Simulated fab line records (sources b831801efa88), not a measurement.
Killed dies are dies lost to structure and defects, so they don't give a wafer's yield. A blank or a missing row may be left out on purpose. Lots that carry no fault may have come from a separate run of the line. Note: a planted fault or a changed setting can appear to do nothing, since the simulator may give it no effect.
fab line records ; flow sky130
record: lots: 7; wafers: 21; last_day: 49
route steps=708 shown PWDE@48 NWELL@56 PAD_OPEN@708
lots untouched by any fault: they come from a run of this same line in which no faults occurred
start_h: hours from the record's first day to the start of the lot's first wafer shown ; wait_h: hours from the lot's prior step to this one ; " as in the row above ; L1.1+2: one row covering several wafers at once ; - no value, or no start was given ; * or withheld: withheld ; < > ~ a bound
route shown NAME@n: NAME is a module with steps in the file, n the number in the route of the first one ; usual: mean/standard deviation taken from wafers without a fault ; same: alike in all rows ; chamber/n: place in a boat ; sites: the reading at each site ; _std_site: standard deviation across them ; _edge_site: inner sites' mean taken away from outer sites' mean ; radius_mm: for every site, how far away it sits from the centre of the wafer ; mask NAME#n: copy n ; behind: tool/chamber where the wafer was last shaped ; hold: why the lot went on hold/how many hours it stayed there/how the hold came to an end ; device: whichever transistor did not switch (one of n, p or np) ; end of line: the route-end tests of the same wafers ; a step given without rows: its recipe and nothing more ; killed: dies that structure and defects cost at the first sort, which is not the same as the wafer's yield ; map: shows each die of a wafer: x if killed, . if not, _ if none is there
set.NAME: the run value of the setting; set.NAME@STEP: its run value at that earlier step ; model.NAME: the simulator's own value behind a step, which no gauge read
lots at selected steps of the route; one table per step, one row per wafer
services: a tool's chamber out of use, with start hour (start_h, from the record's first day; less than 0 if before it), hours out, and reason
== steps ==
step: SKY_PWDE_SOFTBAKE_03
recipe: temp_c: 110; time_s: withheld
step: SKY_PWDE_EXPOSE_04
recipe: mask_id: PWDEM; na: 0.6; source_shape: conventional; sigma_outer: 0.6; polarization: unpolarized; target_cd_nm: 840; dose_mj: 214
step: SKY_PWDE_PEB_05
recipe: temp_c: 115; time_s: withheld
step: SKY_PWDE_DEVELOP_06
recipe: wall_angle_deg: 90; developer: TMAH; develop_time_s: 60; dev_temp_c: 23
step: SKY_PWDE_OVL_MEAS_07
usual: PWDE_OVL: 0.2/1.3
lot.wafer;tool;chamber;start_h;wait_h;PWDE_OVL[nm]
L181.1;overlay-01;-;84.74;-;-0.9
L181.2;overlay-01;-;84.74;-;0.9
L181.6;overlay-01;-;84.74;-;-0.6
L185.1;overlay-01;-;95.39;-;-0.2
L185.5;overlay-01;-;95.39;-;0.6
L185.6;overlay-01;-;95.39;-;-0.7
L186.4;overlay-01;-;103.16;-;-0.5
L186.5;overlay-01;-;103.16;-;-1.7
L186.6;overlay-01;-;103.16;-;-1.8
L187.1;overlay-02;-;108.14;-;-2.5
L187.3;overlay-02;-;108.14;-;-0.4
L187.4;overlay-02;-;108.14;-;-1.8
L189.1;overlay-02;-;119.44;-;0.0
L189.2;overlay-02;-;119.44;-;0.5
L189.5;overlay-02;-;119.44;-;-2.2
L198.2;overlay-02;-;179.04;-;-0.9
L198.4;overlay-02;-;179.04;-;0.0
L198.5;overlay-02;-;179.04;-;-0.9
L200.1;overlay-02;-;180.09;-;0.2
L200.2;overlay-02;-;180.09;-;2.7
L200.5;overlay-02;-;180.09;-;-0.8
step: SKY_PWDE_IMPLANT_08
recipe: species: B; energy_kev: 150; dose_cm2: 3.6e+12; tilt_deg: withheld
step: SKY_PWDE_STRIP_09
recipe: chemistry: O2/N2; power_w: 1400; pressure_mtorr: 1500; platen_temp_c: withheld; o2_flow_sccm: 3000; n2_flow_sccm: 300; overash_fraction: 0.5
usual: chamber_pressure_mTorr: 1499.9/1.5; drypump_motor_current_A: 5.50/0.29; oes_product_au: 0.723/0.0046; strip_time_to_endpoint_s: 36.94/0.14
lot.wafer;tool;chamber;start_h;wait_h;chamber_pressure_mTorr;drypump_motor_current_A;oes_product_au;rf_hours_counter_h;strip_time_to_endpoint_s
L181.1;plasma_asher-01;0;84.93;0.1;1499.0;5.43;0.720;28;36.75
L181.2;plasma_asher-01;1;84.93;0.1;1498.6;5.83;0.723;28;36.75
L181.6;plasma_asher-01;1;84.93;0.1;1498.9;5.84;0.724;-;36.86
L185.1;plasma_asher-02;1;95.58;0.1;1500.2;5.05;0.721;41;36.85
L185.5;plasma_asher-02;0;95.58;0.1;1502.1;5.56;0.719;-;36.85
L185.6;plasma_asher-02;1;95.58;0.1;1501.5;5.07;0.716;-;36.80
L186.4;plasma_asher-02;0;103.36;0.1;1501.2;5.61;0.719;-;37.02
L186.5;plasma_asher-02;1;103.36;0.1;1502.5;5.08;0.729;-;36.97
L186.6;plasma_asher-02;0;103.36;0.1;1498.5;5.60;0.727;-;37.04
L187.1;plasma_asher-03;1;108.33;0.1;1499.5;5.76;0.721;38;36.83
L187.3;plasma_asher-03;1;108.33;0.1;1501.5;5.75;0.725;-;36.74
L187.4;plasma_asher-03;0;108.33;0.1;1499.6;5.87;0.725;-;36.89
L189.1;plasma_asher-01;1;119.62;0.1;1499.8;5.84;0.720;33;37.06
L189.2;plasma_asher-01;0;119.62;0.1;1498.3;5.42;0.722;33;36.97
L189.5;plasma_asher-01;0;119.62;0.1;1499.1;5.44;0.722;-;37.01
L198.2;plasma_asher-02;0;179.22;0.1;1501.0;5.59;0.721;49;36.85
L198.4;plasma_asher-02;0;179.22;0.1;1500.0;5.57;0.720;-;37.00
L198.5;plasma_asher-02;0;179.22;0.1;1501.2;5.56;0.724;-;36.91
L200.1;plasma_asher-01;1;180.27;0.1;1496.6;5.84;0.730;39;37.00
L200.2;plasma_asher-01;0;180.27;0.1;1501.8;5.42;0.727;39;36.83
L200.5;plasma_asher-01;0;180.27;0.1;1497.8;5.42;0.722;-;36.84
step: SKY_PWDE_TW_MEAS_10
usual: PWDE_TW: 377/4.9
lot.wafer;tool;chamber;start_h;wait_h;PWDE_TW
L181.1;film_metro-03;-;85.03;0.1;367
L181.2;film_metro-03;-;85.03;0.1;370
L181.6;film_metro-03;-;85.03;0.1;370
L185.1;film_metro-02;-;95.68;0.1;376
L185.5;film_metro-02;-;95.68;0.1;374
L185.6;film_metro-02;-;95.68;0.1;375
L186.4;film_metro-02;-;103.46;0.1;377
L186.5;film_metro-02;-;103.46;0.1;375
L186.6;film_metro-02;-;103.46;0.1;376
L187.1;film_metro-02;-;108.43;0.1;376
L187.3;film_metro-02;-;108.43;0.1;376
L187.4;film_metro-02;-;108.43;0.1;376
L189.1;film_metro-02;-;119.72;0.1;377
L189.2;film_metro-02;-;119.72;0.1;375
L189.5;film_metro-02;-;119.72;0.1;375
L198.2;film_metro-02;-;179.33;0.1;378
L198.4;film_metro-02;-;179.33;0.1;378
L198.5;film_metro-02;-;179.33;0.1;378
L200.1;film_metro-01;-;180.37;0.1;379
L200.2;film_metro-01;-;180.37;0.1;380
L200.5;film_metro-01;-;180.37;0.1;382
step: SKY_NWELL_DEHYDRATE_03
recipe: temp_c: 200; time_s: 60
step: SKY_NWELL_HMDS_04
recipe: prime_time_s: 60; prime_temp_c: 120
step: SKY_NWELL_COAT_05
recipe: spin_rpm: 2000; resist_thk_nm: 3000
step: SKY_NWELL_SOFTBAKE_06
recipe: temp_c: 110; time_s: withheld
step: SKY_NWELL_EXPOSE_07
recipe: mask_id: NWM; na: 0.6; source_shape: conventional; sigma_outer: 0.6; polarization: unpolarized; target_cd_nm: 840; dose_mj: 255
usual: reticle_temp_C: 23.00/0.11; stage_vel_mm_s: 499.97/0.25
same: na: 0.6
lot.wafer;tool;chamber;start_h;wait_h;mask;reticle_temp_C;stage_vel_mm_s;model.NWELL.overlay_x_nm
L181.1;iline_stepper-01;0;94.36;-;NWM#0;23.00;500.16;1.163
L181.2;iline_stepper-01;0;94.36;-;NWM#0;22.91;500.46;1.163
L181.6;iline_stepper-01;0;94.36;-;NWM#0;22.87;499.99;1.163
L185.1;iline_stepper-01;0;104.74;-;NWM#0;22.94;500.01;-0.1639
L185.5;iline_stepper-01;0;104.74;-;NWM#0;22.85;500.02;-0.1639
L185.6;iline_stepper-01;0;104.74;-;NWM#0;22.99;500.19;-0.1639
L186.4;iline_stepper-01;0;112.80;-;NWM#0;22.89;499.86;-113.1
L186.5;iline_stepper-01;0;112.80;-;NWM#0;23.00;499.64;-113.1
L186.6;iline_stepper-01;0;112.80;-;NWM#0;22.95;499.92;-113.1
L187.1;iline_stepper-01;0;117.17;-;NWM#0;23.04;500.23;-114.1
L187.3;iline_stepper-01;0;117.17;-;NWM#0;23.10;500.28;-114.1
L187.4;iline_stepper-01;0;117.17;-;NWM#0;22.92;499.55;-114.1
L189.1;iline_stepper-01;0;129.07;-;NWM#0;22.92;499.95;-110.2
L189.2;iline_stepper-01;0;129.07;-;NWM#0;22.85;500.16;-110.2
L189.5;iline_stepper-01;0;129.07;-;NWM#0;22.83;499.98;-110.2
L198.2;iline_stepper-02;0;190.02;-;NWM#0;22.89;500.11;-1.107
L198.4;iline_stepper-02;0;190.02;-;NWM#0;22.98;500.15;-1.107
L198.5;iline_stepper-02;0;190.02;-;NWM#0;22.96;500.49;-1.107
L200.1;iline_stepper-02;0;191.44;-;NWM#0;23.00;500.06;1.031
L200.2;iline_stepper-02;0;191.44;-;NWM#0;22.86;500.04;1.031
L200.5;iline_stepper-02;0;191.44;-;NWM#0;23.01;499.98;1.031
step: SKY_NWELL_PEB_08
recipe: temp_c: 115; time_s: withheld
step: SKY_NWELL_DEVELOP_09
recipe: wall_angle_deg: 90; developer: TMAH; develop_time_s: 60; dev_temp_c: 23
step: SKY_NWELL_OVL_MEAS_10
usual: NWELL_00_OVL: -0.1/1.3
lot.wafer;tool;chamber;start_h;wait_h;NWELL_00_OVL[nm]
L181.1;overlay-02;-;103.44;-;1.0
L181.2;overlay-02;-;103.44;-;1.1
L181.6;overlay-02;-;103.44;-;-0.1
L185.1;overlay-01;-;113.94;-;-0.6
L185.5;overlay-01;-;113.94;-;1.2
L185.6;overlay-01;-;113.94;-;-1.0
L186.4;overlay-01;-;120.31;-;-111.6
L186.5;overlay-01;-;120.31;-;-113.0
L186.6;overlay-01;-;120.31;-;-112.8
L187.1;overlay-01;-;125.99;-;-115.0
L187.3;overlay-01;-;125.99;-;-114.2
L187.4;overlay-01;-;125.99;-;-115.0
L189.1;overlay-02;-;137.14;-;-112.6
L189.2;overlay-02;-;137.14;-;-112.5
L189.5;overlay-02;-;137.14;-;-112.1
L198.2;overlay-02;-;200.55;-;-1.0
L198.4;overlay-02;-;200.55;-;0.3
L198.5;overlay-02;-;200.55;-;0.0
L200.1;overlay-02;-;201.49;-;0.9
L200.2;overlay-02;-;201.49;-;1.5
L200.5;overlay-02;-;201.49;-;1.4
step: SKY_NWELL_IMPLANT_11
recipe: species: P; energy_kev: 400; dose_cm2: 1.9e+13; tilt_deg: withheld
step: SKY_PAD_OPEN_PROBE_99
usual: killed_at_M0_to_M3: 44/6.5; killed_at_M4_up: 3.3/1.9; killed_at_contacts: 23/4.7; killed_at_front_end: 15/4.5; killed_at_other: 0.2/0.52; killed_dies: 86/8.9; killed_open: 47/6.8; killed_short: 39/6.1
same: gross_dies: 492; killed_at_back_side: 0
lot.wafer;tool;chamber;start_h;wait_h;killed_at_M0_to_M3;killed_at_M4_up;killed_at_contacts;killed_at_front_end;killed_at_other;killed_dies;killed_open;killed_short;model.etest.pfet_16v.r_on_ohm_um;model.etest.nfet_16v.r_on_ohm_um;model.etest.pfet_16v.drive_ua_um;model.etest.nfet_16v.drive_ua_um
L181.1;prober-01;-;1084.80;0.1;42;3;27;17;0;89;58;31;1.484e+04;1.417e+04;246;219.6
L181.2;prober-01;-;1084.85;0.1;39;2;26;8;0;75;41;34;1.497e+04;1.419e+04;246.3;219.4
L181.6;prober-01;-;1085.05;0.2;46;3;23;9;0;81;48;33;1.499e+04;1.412e+04;246.9;222.7
L186.4;prober-02;-;1106.71;0.2;51;10;15;24;0;100;51;49;1.399e+04;1.335e+04;274.2;229.4
L186.5;prober-02;-;1106.76;0.2;42;2;16;16;0;76;39;37;1.417e+04;1.331e+04;270.7;229.4
L186.6;prober-02;-;1106.81;0.2;50;1;27;15;0;93;53;40;1.451e+04;1.321e+04;269.4;231.1
L185.1;prober-01;-;1106.91;0.1;50;3;25;20;1;99;58;41;1.489e+04;1.44e+04;251.9;218
L185.5;prober-01;-;1107.11;0.2;53;2;19;14;0;88;43;45;1.501e+04;1.446e+04;248.6;215.9
L185.6;prober-01;-;1107.16;0.2;45;2;30;18;1;96;51;45;1.511e+04;1.449e+04;248.7;216.9
L187.1;prober-02;-;1108.06;0.1;43;1;23;17;0;84;49;35;1.416e+04;1.336e+04;270.2;228.5
L187.3;prober-02;-;1108.16;0.2;47;3;16;13;0;79;43;36;1.406e+04;1.32e+04;273.1;232.7
L187.4;prober-02;-;1108.21;0.2;45;3;26;20;0;94;56;38;1.412e+04;1.332e+04;273.3;232.4
L189.1;prober-02;-;1119.58;0.1;36;3;25;15;1;80;47;33;1.447e+04;1.326e+04;269.6;230.8
L189.2;prober-02;-;1119.63;0.1;43;4;18;21;2;88;47;41;1.427e+04;1.312e+04;270.8;232.2
L189.5;prober-02;-;1119.78;0.2;43;1;21;16;2;83;36;47;1.484e+04;1.34e+04;266.7;230.8
L200.1;prober-02;-;1180.46;0.1;39;5;28;9;0;81;44;37;1.506e+04;1.401e+04;250.9;225.4
L200.2;prober-02;-;1180.51;0.1;43;4;28;15;0;90;52;38;1.556e+04;1.417e+04;245.1;222.4
L200.5;prober-02;-;1180.66;0.2;45;5;24;13;0;87;44;43;1.531e+04;1.41e+04;249.4;222.4
L198.2;prober-01;-;1180.72;0.2;39;6;26;13;1;85;44;41;1.496e+04;1.395e+04;246.3;222.3
L198.4;prober-01;-;1180.82;0.3;52;1;29;21;0;103;62;41;1.513e+04;1.388e+04;244.6;222.2
L198.5;prober-01;-;1180.87;0.3;31;3;28;9;0;71;44;27;1.54e+04;1.408e+04;241.4;219.2
killed by level:class
L181.1 LI_CONTACT:geometric_particle:open=13 VIA1:geometric_particle:open=11 CONTACT:geometric_particle:short=8 VIA2:geometric_particle:open=8 CONTACT:geometric_particle:open=5 VIA3:geometric_particle:open=5 VIA1:geometric_particle:short=5 FIELD_ISO:geometric_particle:short=4
L181.2 CONTACT:geometric_particle:open=9 LI_CONTACT:geometric_particle:open=8 VIA1:geometric_particle:open=8 VIA3:geometric_particle:open=6 METAL2:geometric_particle:short=6 VIA2:geometric_particle:open=6 CONTACT:geometric_particle:short=5 METAL1:geometric_particle:short=4
L181.6 VIA2:geometric_particle:open=12 VIA1:geometric_particle:open=10 METAL1:geometric_particle:short=9 LI_CONTACT:geometric_particle:open=8 CONTACT:geometric_particle:open=8 LOCAL_INTERCONNECT:geometric_particle:short=4 VIA3:geometric_particle:open=4 METAL4:geometric_particle:short=3
L186.4 VIA1:geometric_particle:open=11 VIA3:geometric_particle:open=10 METAL4:geometric_particle:short=8 FIELD_ISO:geometric_particle:open=8 METAL2:geometric_particle:short=8 CONTACT:geometric_particle:short=6 VIA1:geometric_particle:short=6 POLY_GATE:geometric_particle:open=5
L186.5 VIA1:geometric_particle:open=14 VIA3:geometric_particle:open=7 FIELD_ISO:geometric_particle:short=6 CONTACT:geometric_particle:open=6 METAL2:geometric_particle:short=5 LOCAL_INTERCONNECT:geometric_particle:short=5 CONTACT:geometric_particle:short=5 VIA2:geometric_particle:open=5
L186.6 CONTACT:geometric_particle:open=13 VIA1:geometric_particle:open=10 VIA1:geometric_particle:short=9 CONTACT:geometric_particle:short=6 VIA3:geometric_particle:open=6 METAL2:geometric_particle:short=6 POLY_GATE:geometric_particle:short=5 FIELD_ISO:geometric_particle:open=4
L185.1 CONTACT:geometric_particle:open=13 VIA1:geometric_particle:open=13 FIELD_ISO:geometric_particle:open=7 METAL2:geometric_particle:short=7 VIA3:geometric_particle:open=7 FIELD_ISO:geometric_particle:short=5 LI_CONTACT:geometric_particle:open=5 VIA2:geometric_particle:open=5
L185.5 VIA1:geometric_particle:open=11 CONTACT:geometric_particle:open=8 METAL1:geometric_particle:short=7 VIA2:geometric_particle:open=7 VIA3:geometric_particle:open=6 VIA3:geometric_particle:short=5 FIELD_ISO:geometric_particle:short=4 VIA2:geometric_particle:short=4
L185.6 CONTACT:geometric_particle:open=11 VIA1:geometric_particle:open=10 CONTACT:geometric_particle:short=7 VIA3:geometric_particle:open=7 METAL2:geometric_particle:short=6 FIELD_ISO:geometric_particle:short=5 LI_CONTACT:geometric_particle:open=5 POLY_GATE:geometric_particle:short=4
L187.1 CONTACT:geometric_particle:open=12 VIA1:geometric_particle:open=10 LI_CONTACT:geometric_particle:open=6 VIA2:geometric_particle:open=6 METAL3:geometric_particle:short=6 VIA3:geometric_particle:open=6 FIELD_ISO:geometric_particle:short=5 METAL1:geometric_particle:short=5
L187.3 VIA1:geometric_particle:open=11 VIA3:geometric_particle:open=8 METAL2:geometric_particle:short=6 METAL1:geometric_particle:short=6 VIA2:geometric_particle:open=6 CONTACT:geometric_particle:open=5 LI_CONTACT:geometric_particle:open=4 CONTACT:geometric_particle:short=4
L187.4 VIA3:geometric_particle:open=10 LI_CONTACT:geometric_particle:open=10 CONTACT:geometric_particle:open=9 POLY_GATE:geometric_particle:short=6 FIELD_ISO:geometric_particle:open=5 METAL2:geometric_particle:short=5 VIA2:geometric_particle:open=5 METAL3:geometric_particle:short=5
L189.1 CONTACT:geometric_particle:open=9 VIA2:geometric_particle:open=9 LI_CONTACT:geometric_particle:open=6 VIA3:geometric_particle:open=6 VIA1:geometric_particle:open=6 CONTACT:geometric_particle:short=5 METAL2:geometric_particle:short=5 FIELD_ISO:geometric_particle:open=4
L189.2 VIA2:geometric_particle:open=8 VIA1:geometric_particle:open=8 FIELD_ISO:geometric_particle:short=7 FIELD_ISO:geometric_particle:open=6 CONTACT:geometric_particle:open=6 VIA2:geometric_particle:short=6 LOCAL_INTERCONNECT:geometric_particle:short=5 VIA3:geometric_particle:short=5
L189.5 METAL2:geometric_particle:short=9 LOCAL_INTERCONNECT:geometric_particle:short=9 VIA1:geometric_particle:open=9 CONTACT:geometric_particle:open=5 METAL1:geometric_particle:short=5 VIA2:geometric_particle:open=4 FIELD_ISO:geometric_particle:short=3 POLY_GATE:geometric_particle:short=3
L200.1 CONTACT:geometric_particle:open=10 VIA3:geometric_particle:open=9 CONTACT:geometric_particle:short=9 VIA1:geometric_particle:short=7 VIA1:geometric_particle:open=5 POLY_GATE:geometric_particle:open=4 LI_CONTACT:geometric_particle:open=4 VIA2:geometric_particle:open=4
L200.2 VIA1:geometric_particle:open=12 LI_CONTACT:geometric_particle:open=11 CONTACT:geometric_particle:open=7 VIA2:geometric_particle:open=7 VIA1:geometric_particle:short=6 LOCAL_INTERCONNECT:geometric_particle:short=5 VIA3:geometric_particle:open=5 POLY_GATE:geometric_particle:short=4
L200.5 VIA1:geometric_particle:open=10 CONTACT:geometric_particle:open=8 VIA3:geometric_particle:open=6 LOCAL_INTERCONNECT:geometric_particle:short=5 METAL3:geometric_particle:short=5 VIA1:geometric_particle:short=5 METAL2:geometric_particle:short=5 METAL4:geometric_particle:short=4
L198.2 VIA1:geometric_particle:open=10 CONTACT:geometric_particle:open=9 METAL1:geometric_particle:short=8 LI_CONTACT:geometric_particle:open=6 VIA2:geometric_particle:open=6 CONTACT:geometric_particle:short=5 LI_CONTACT:geometric_particle:short=4 VIA2:geometric_particle:short=4
L198.4 VIA1:geometric_particle:open=13 VIA3:geometric_particle:open=9 LI_CONTACT:geometric_particle:open=8 CONTACT:geometric_particle:open=8 VIA2:geometric_particle:open=8 CONTACT:geometric_particle:short=7 FIELD_ISO:geometric_particle:short=6 FIELD_ISO:geometric_particle:open=5
L198.5 VIA1:geometric_particle:open=13 CONTACT:geometric_particle:open=10 CONTACT:geometric_particle:short=9 LI_CONTACT:geometric_particle:open=6 VIA2:geometric_particle:open=5 METAL2:geometric_particle:short=4 VIA3:geometric_particle:open=4 METAL4:geometric_particle:short=3
== services ==
tool;chamber;start_h;hours;kind
plasma_asher-03;-;79.56;28.6;repair
plasma_asher-01;-;92.40;3.8;repair
plasma_asher-03;-;108.75;9.0;pm
plasma_asher-03;0;108.75;9.0;vent_cycle
plasma_asher-03;1;108.75;9.0;vent_cycle
plasma_asher-02;-;114.53;4.2;repair
plasma_asher-03;0;117.75;-;clean
plasma_asher-03;1;117.75;-;clean
iline_stepper-02;-;124.49;12.8;repair
plasma_asher-03;-;143.52;16.6;pm
iline_stepper-01;-;148.49;1.7;pm
plasma_asher-03;-;182.83;2.8;pm
iline_stepper-01;-;188.96;9.7;repair
== key ==
first_sign: step: SKY_NWELL_OVL_MEAS_10; reading: NWELL_00_OVL; direction: down; sigmas: 86; usual: -0.1; struck: -113.2
effect none on later readings
model_effect: step: SKY_NWELL_EXPOSE_07; value: NWELL.overlay_x_nm; without: -0.04612; struck: -112.5
model_effect: step: SKY_PAD_OPEN_PROBE_99; value: etest.pfet_16v.r_on_ohm_um; without: 1.527e+04; struck: 1.429e+04
met_at SKY_NWELL_EXPOSE_07
struck_wafers L186.4,L186.5,L186.6,L187.1,L187.3,L187.4,L189.1,L189.2,L189.5
tester_left_out L186,L187,L189
onset_between 104.74 112.80
fault: kind: scanner_matching_overlay; tool: iline_stepper-01; chamber: -; onset_h: 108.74; steps: SKY_NWELL_EXPOSE_07; offset: -112.42
tester_left_out: of these lots the tester's yield and bins aren't shown, on N5 and GAA mostly nor the transistor test; their killed dies are dies lost to structure and defects alone, not to doping, threshold or leakage, so they don't give the yield
